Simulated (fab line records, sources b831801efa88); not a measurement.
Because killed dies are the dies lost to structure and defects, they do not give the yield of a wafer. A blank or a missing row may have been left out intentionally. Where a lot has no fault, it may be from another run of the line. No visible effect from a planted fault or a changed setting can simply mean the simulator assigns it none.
fab line records    flow sky130    part 2 of 2: steps 28 to 39 of 39
record lots=5  wafers=15  last-day=47
route steps=708 shown VIA3@579 METAL4@598 CAP2M@603
lots with no fault: from the same line, run without faults
start-h: hours from the record's first day to the start of the lot's first wafer shown    wait-h: how many hours have passed since the lot's step before this one    " as in the row above    L1.1+2: a single row standing in for several wafers    - value missing, or start not given    * or withheld: withheld    < > ~ a bound
route shown NAME@n: NAME is a module with steps in the file, n the number in the route of the first one    usual: mean and standard deviation over wafers with no fault    same: alike in all rows    chamber/n: place in a boat    sites: each site's reading    _std_site: standard deviation across them    _edge_site: mean of outer sites minus mean of inner sites    radius-mm: how far each site lies from the wafer's centre    mask NAME#n: copy n    behind: the last tool/chamber to shape the wafer    hold: what put the lot on hold/how long, in hours/how the hold closed    device: the transistor (n, p or np) that didn't switch    end of line: the route-end tests of the same wafers    a step given without rows: its recipe and nothing more    killed: at the first sort, the dies lost to defects and structure; wafer yield is something else    map: a wafer's dies, marking killed ones x, the rest . and places with no die _
set.NAME: setting as actually run; set.NAME@STEP: the setting as run at that earlier step    model.NAME: the simulator's own value behind a step, which no gauge read
lots seen at some steps along the route; tables by step, rows by wafer
services: a tool's chamber out of use, with start hour (start-h, from the record's first day; less than 0 if before it), hours out, and reason
## steps
# step SKY_CAP2M_RS_MEAS_03
# recipe thk-meas-gauge=four-point-probe  reads=TiN_of_CAP2M_SPUTTER_02
# usual CAP2M_TIN_RS=6.91/0.068
lot.wafer  tool           chamber  start-h  wait-h  CAP2M_TIN_RS[ohm/sq]
L074.2     film-metro-02  -        921.93   0.1     6.92
L074.3     "              -        "        "       6.99
L074.4     "              -        "        "       6.96
L075.1     film-metro-01  -        926.91   0.1     6.87
L075.3     "              -        "        "       6.83
L075.5     "              -        "        "       6.87
L077.1     film-metro-02  -        948.96   0.1     6.94
L077.3     "              -        "        "       6.89
L077.4     "              -        "        "       6.91
L081.1     film-metro-02  -        980.73   0.1     6.96
L081.2     "              -        "        "       6.96
L081.6     "              -        "        "       7.01
L083.1     film-metro-01  -        990.00   0.1     6.92
L083.3     "              -        "        "       6.98
L083.4     "              -        "        "       6.94
# step SKY_CAP2M_THK_MEAS_04
# recipe thk-meas-gauge=xrf  reads=TiN_of_CAP2M_SPUTTER_02
# usual CAP2M_TIN_THK=205.3/2.8
lot.wafer  tool           chamber  start-h  wait-h  CAP2M_TIN_THK[nm]
L074.2     film-metro-02  -        922.04   0.1     201.3
L074.3     "              -        "        "       200.9
L074.4     "              -        "        "       201.6
L075.1     film-metro-01  -        927.03   0.1     205.9
L075.3     "              -        "        "       207.7
L075.5     "              -        "        "       205.8
L077.1     film-metro-02  -        949.08   0.1     203.2
L077.3     "              -        "        "       204.5
L077.4     "              -        "        "       203.0
L081.1     film-metro-02  -        980.85   0.1     201.6
L081.2     "              -        "        "       202.3
L081.6     "              -        "        "       200.3
L083.1     film-metro-01  -        990.12   0.1     205.7
L083.3     "              -        "        "       204.1
L083.4     "              -        "        "       205.6
# step SKY_CAP2M_DEHYDRATE_05
# recipe temp-c=200  time-s=60
lot.wafer   tool            chamber  start-h  wait-h
L074.2+3+4  litho-track-02  0        933.99   11.9
L075.1+3+5  litho-track-02  0        938.56   11.5
L077.1+3+4  litho-track-02  0        960.96   11.9
L081.1+2+6  litho-track-01  0        991.29   10.4
L083.1+3+4  litho-track-01  0        1001.39  11.3
# step SKY_CAP2M_HMDS_06
# recipe prime-time-s=60  prime-temp-c=120
lot.wafer   tool            chamber  start-h  wait-h
L074.2+3+4  litho-track-02  0        934.14   0.1
L075.1+3+5  litho-track-02  0        938.71   0.1
L077.1+3+4  litho-track-02  0        961.11   0.1
L081.1+2+6  litho-track-01  0        991.44   0.1
L083.1+3+4  litho-track-01  0        1001.54  0.1
# step SKY_CAP2M_COAT_07
# recipe resist=NOVOLAK  spin-rpm=3000  resist-thk-nm=1140
# usual dispense-pressure-kPa=46/3.4
lot.wafer  tool            chamber  start-h  wait-h  dispense-pressure-kPa
L074.2     litho-track-02  0        934.29   0.1     41
L074.3     "               0        "        "       41
L074.4     "               0        "        "       41
L075.1     litho-track-02  0        938.86   0.1     41
L075.3     "               0        "        "       41
L075.5     "               0        "        "       41
L077.1     litho-track-02  0        961.26   0.1     41
L077.3     "               0        "        "       41
L077.4     "               0        "        "       41
L081.1     litho-track-01  0        991.59   0.1     49
L081.2     "               0        "        "       49
L081.6     "               0        "        "       49
L083.1     litho-track-01  0        1001.69  0.1     49
L083.3     "               0        "        "       49
L083.4     "               0        "        "       49
# step SKY_CAP2M_SOFTBAKE_08
# recipe temp-c=90  time-s=60  resist=NOVOLAK
lot.wafer   tool            chamber  start-h  wait-h
L074.2+3+4  litho-track-02  0        934.44   0.1
L075.1+3+5  litho-track-02  0        939.01   0.1
L077.1+3+4  litho-track-02  0        961.41   0.1
L081.1+2+6  litho-track-01  0        991.74   0.1
L083.1+3+4  litho-track-01  0        1001.84  0.1
# step SKY_CAP2M_EXPOSE_09
# recipe mask-id=CAP2M  na=0.6  source-shape=conventional  sigma-outer=0.6  polarization=unpolarized  target-cd-nm=1000  dose-mj=159
lot.wafer   tool              chamber  start-h  wait-h  mask
L074.2+3+4  iline-stepper-01  0        -        -       CAP2M#0
L075.1+3+5  iline-stepper-02  0        -        -       CAP2M#0
L077.1+3+4  iline-stepper-01  0        -        -       CAP2M#0
L081.1+2+6  iline-stepper-01  0        -        -       CAP2M#0
L083.1+3+4  iline-stepper-01  0        -        -       CAP2M#0
# step SKY_CAP2M_PEB_10
# recipe temp-c=withheld  time-s=*  resist=NOVOLAK
lot.wafer   tool            chamber  start-h  wait-h
L074.2+3+4  litho-track-04  0        -        -
L075.1+3+5  litho-track-01  0        -        -
L077.1+3+4  litho-track-04  0        -        -
L081.1+2+6  litho-track-01  0        -        -
L083.1+3+4  litho-track-01  0        -        -
# step SKY_CAP2M_DEVELOP_11
# recipe resist=NOVOLAK  developer=TMAH  develop-time-s=60  dev-temp-c=23
lot.wafer   tool            chamber  start-h  wait-h
L074.2+3+4  litho-track-04  0        946.12   0.1
L075.1+3+5  litho-track-01  0        951.34   0.1
L077.1+3+4  litho-track-04  0        972.70   0.1
L081.1+2+6  litho-track-01  0        1004.04  0.1
L083.1+3+4  litho-track-01  0        1012.84  0.1
# step SKY_CAP2M_OVL_MEAS_12
# usual CAP2M_OVL=-1.6/1.5
lot.wafer  tool        chamber  start-h  wait-h  CAP2M_OVL[nm]
L074.2     overlay-02  -        946.25   0.1     -2.1
L074.3     "           -        "        "       -3.3
L074.4     "           -        "        "       -1.3
L075.1     overlay-02  -        951.49   0.1     -1.4
L075.3     "           -        "        "       -1.9
L075.5     "           -        "        "       -2.7
L077.1     overlay-02  -        972.85   0.1     -2.6
L077.3     "           -        "        "       -3.3
L077.4     "           -        "        "       -3.1
L081.1     overlay-02  -        1004.19  0.1     -2.7
L081.2     "           -        "        "       -2.9
L081.6     "           -        "        "       -4.3
L083.1     overlay-02  -        1012.99  0.1     1.0
L083.3     "           -        "        "       -0.7
L083.4     "           -        "        "       1.0
# step SKY_CAP2M_METAL_ETCH_13
# recipe target-depth-nm=220  stop-on=SiO2  chemistry=Cl2/BCl3  target=TiN  pressure-mtorr=10  icp-w=900  bias-w=48.5  Cl2_flow_sccm=60  bcl3-flow-sccm=30  time-s=62.9
# usual bias-w=48.50/0.16  drypump-motor-current-A=5.6/0.4  oes-product-au=0.941/0.0069  throttle-valve-pct=21.902/0.01
lot.wafer  tool          chamber  start-h  wait-h  bias-w  drypump-motor-current-A  oes-product-au  rf-hours-counter-h  throttle-valve-pct
L074.2     rie-metal-01  0        946.28   0.0     48.44   5.7                      0.944           7                   21.912
L074.3     "             0        "        "       48.57   5.6                      0.927           -                   21.901
L074.4     "             1        "        "       48.42   5.4                      0.940           -                   21.900
L075.1     rie-metal-04  1        951.53   0.0     48.55   5.2                      0.938           0                   21.912
L075.3     "             1        "        "       48.32   5.2                      0.951           -                   21.903
L075.5     "             1        "        "       48.48   5.2                      0.944           -                   21.895
L077.1     rie-metal-02  0        972.89   0.0     48.64   5.3                      0.935           15                  21.901
L077.3     "             1        "        "       48.62   6.5                      0.939           -                   21.896
L077.4     "             0        "        "       48.49   5.3                      0.940           -                   21.911
L081.1     rie-metal-01  1        1004.23  0.0     48.47   5.5                      0.938           14                  21.909
L081.2     "             0        "        "       48.58   5.6                      0.932           8                   21.914
L081.6     "             0        "        "       48.67   5.6                      0.931           -                   21.895
L083.1     rie-metal-01  0        1013.03  0.0     48.45   5.6                      0.942           9                   21.901
L083.3     "             1        "        "       48.46   5.5                      0.928           -                   21.908
L083.4     "             0        "        "       48.57   5.6                      0.938           -                   21.894
# step SKY_CAP2M_STRIP_14
# recipe chemistry=O2/N2  power-w=1400  pressure-mtorr=1500  platen-temp-c=withheld  o2-flow-sccm=3000  n2-flow-sccm=300  overash-fraction=0.5
# usual drypump-motor-current-A=5.7/0.53  oes-product-au=0.710/0.0047  strip-time-to-endpoint-s=12.67/0.04
# same overash-fraction=0.5
lot.wafer  tool             chamber  start-h  wait-h  drypump-motor-current-A  oes-product-au  rf-hours-counter-h  strip-time-to-endpoint-s
L074.2     plasma-asher-02  0        946.36   0.1     5.9                      0.706           113                 12.73
L074.3     "                0        "        "       5.9                      0.706           -                   12.67
L074.4     "                1        "        "       6.2                      0.712           -                   12.71
L075.1     plasma-asher-01  0        951.60   0.1     6.5                      0.710           81                  12.62
L075.3     "                0        "        "       6.5                      0.708           -                   12.66
L075.5     "                1        "        "       4.9                      0.718           -                   12.72
L077.1     plasma-asher-02  0        972.96   0.1     5.9                      0.711           116                 12.64
L077.3     "                1        "        "       6.2                      0.705           -                   12.68
L077.4     "                0        "        "       5.9                      0.705           -                   12.63
L081.1     plasma-asher-02  1        1004.30  0.1     6.2                      0.721           119                 12.66
L081.2     "                0        "        "       5.9                      0.709           119                 12.71
L081.6     "                1        "        "       6.2                      0.711           -                   12.67
L083.1     plasma-asher-01  0        1013.10  0.1     6.6                      0.720           87                  12.60
L083.3     "                0        "        "       6.6                      0.709           -                   12.60
L083.4     "                1        "        "       4.9                      0.704           -                   12.62
## services
tool              chamber  start-h  hours  kind
iline-stepper-01  -        883.89   1.0    repair
pvd-sputter-03    -        885.50   1.1    repair
rie-diel-03       -        895.36   1.1    repair
iline-stepper-01  -        899.85   2.6    repair
cmp-02            -        900.61   0.4    repair
cvd-w-01          -        904.00   14.0   pm
krf-scanner-01    -        905.11   1.0    pm
cmp-02            -        905.78   0.4    repair
cmp-01            -        911.84   3.5    repair
cmp-01            -        915.38   4.0    pm
krf-scanner-01    -        918.31   1.3    pm
rie-diel-04       0        919.99   4.1    repair
iline-stepper-01  -        926.34   2.1    pm
rie-diel-04       3        932.55   7.1    repair
pvd-sputter-02    -        942.03   25.1   repair
cmp-02            -        942.89   0.4    repair
rie-metal-01      -        946.37   10.0   pm
iline-stepper-01  -        949.21   1.7    pm
pvd-sputter-04    -        965.86   2.0    repair
rie-diel-03       0        970.00   10.6   repair
rie-metal-01      -        970.27   15.6   pm
rie-diel-03       0        985.08   1.8    repair
pvd-sputter-04    -        986.76   5.1    repair
krf-scanner-01    -        1013.12  0.3    repair
